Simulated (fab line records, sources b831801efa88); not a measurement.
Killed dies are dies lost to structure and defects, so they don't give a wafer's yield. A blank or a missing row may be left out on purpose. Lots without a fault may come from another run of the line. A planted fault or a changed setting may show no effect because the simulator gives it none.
A struck lot beside a sound one | flow sky130 | 15 steps out of a route of 708
Sound: wafers L316.1, L316.4, L316.5. Struck: wafer L318.1. (L318.2, L318.6 of the same lot were not struck and are left out.) The cause comes at the end.
At each step with rows: each side's tool, then ch and its chambers, then its first start. Under that, the readings that differ: sound wafers | struck wafers | difference of the means | sigmas: that difference in standard deviations of wafers without a fault.
alike: readings whose means differ by less than 2 such deviations, and words and numbers that are the same on both sides. not compared: withheld readings, readings that some wafer has no value for, bounds like >300 that may hide the same value, and numbers for which the record gives no deviation and whose values overlap.
The two part at a step that has a row with sigmas, a row that says differs or no value, or rows on one side only. Numbers that don't overlap but have no deviation are shown without sigmas and don't part them. A reading that every wafer of one side lacks parts them only if that side has two wafers or more.

first, 1 step without rows for these wafers: SKY_METAL4_SPUTTER_01 (material TiN, target thk 20 nm, time 16.7 s).
SKY_METAL4_SPUTTER_02: material AlCu, target thk 735 nm, time 39.1 s.
  sound on pvd_sputter-03, day 41 03:44; struck on pvd_sputter-03, day 41 18:25
  alike: throttle_valve_pct
SKY_METAL4_SPUTTER_03: material Ti, target thk 5 nm, time 3.3 s.
  sound on pvd_sputter-03, day 41 03:47; struck on pvd_sputter-03, day 41 18:27
  alike: throttle_valve_pct
SKY_METAL4_SPUTTER_04: material TiN, target thk 70 nm, time 58.3 s.
  sound on pvd_sputter-03, day 41 03:48; struck on pvd_sputter-03, day 41 18:28
  alike: throttle_valve_pct
SKY_CAP2M_CVD_00: deposits SiO2, target thk 15.5 nm.
  sound on pecvd-04 ch 0,1, day 41 03:51; struck on pecvd-04 ch 1, day 41 18:31
  alike: heater_power_w, susceptor_temp_C
SKY_CAP2M_THK_MEAS_01:
  sound on film_metro-01, day 41 04:01; struck on film_metro-01, day 41 18:32
  alike: CAP2M_CVD_00_THK
SKY_CAP2M_SPUTTER_02: material TiN, target thk 200 nm, time 166.7 s.
  sound on pvd_sputter-02, day 41 04:04; struck on pvd_sputter-04, day 41 18:36
  reading                | sound          | struck | difference | sigmas
  throttle_valve_pct (%) | 30.8 31.0 29.3 | 33.4   | +3.0       | +2
  alike: susceptor_temp_C
SKY_CAP2M_RS_MEAS_03: measures by four-point-probe.
  sound on film_metro-01, day 41 04:11; struck on film_metro-01, day 41 18:43
  reading               | sound          | struck | difference | sigmas
  CAP2M_TIN_RS (ohm/sq) | 7.11 7.13 7.17 | 6.90   | -0.24      | -3
SKY_CAP2M_THK_MEAS_04: measures by xrf.
  sound on film_metro-01, day 41 04:18; struck on film_metro-01, day 41 18:50
  alike: CAP2M_TIN_THK
then, 3 steps without rows for these wafers: SKY_CAP2M_DEHYDRATE_05 (time 60 s); SKY_CAP2M_HMDS_06 (prime time 60 s); SKY_CAP2M_COAT_07 (resist thk 1140 nm).
SKY_CAP2M_SOFTBAKE_08: time 60 s.
  sound on litho_track-04 ch 0, day 41 15:07; struck on litho_track-04 ch 0, day 42 06:49
  reading                  | sound             | struck | difference | sigmas
  heater_power_total_W (W) | 56.64 56.64 56.73 | 58.29  | +1.62      | +35
  run_length_s (s)         | 89.14 89.39 89.41 | 83.99  | -5.32      | -33
then, 1 step without rows for these wafers: SKY_CAP2M_EXPOSE_09 (exposes mask CAP2M, target cd 1000 nm).
-- the record jumps here: 5 days lie between the struck wafers' starts before and after (it left off in module CAP2M and takes up again in module PAD_OPEN, whose first step shown is number 708 of the route) --
SKY_PAD_OPEN_PROBE_99:
  the record has rows for the struck wafers here (prober-01, day 47 11:31) and none for the sound ones

WHERE THEY PART
First at SKY_CAP2M_SPUTTER_02; last, within this record, at SKY_PAD_OPEN_PROBE_99.

WHY: what the simulator had put in
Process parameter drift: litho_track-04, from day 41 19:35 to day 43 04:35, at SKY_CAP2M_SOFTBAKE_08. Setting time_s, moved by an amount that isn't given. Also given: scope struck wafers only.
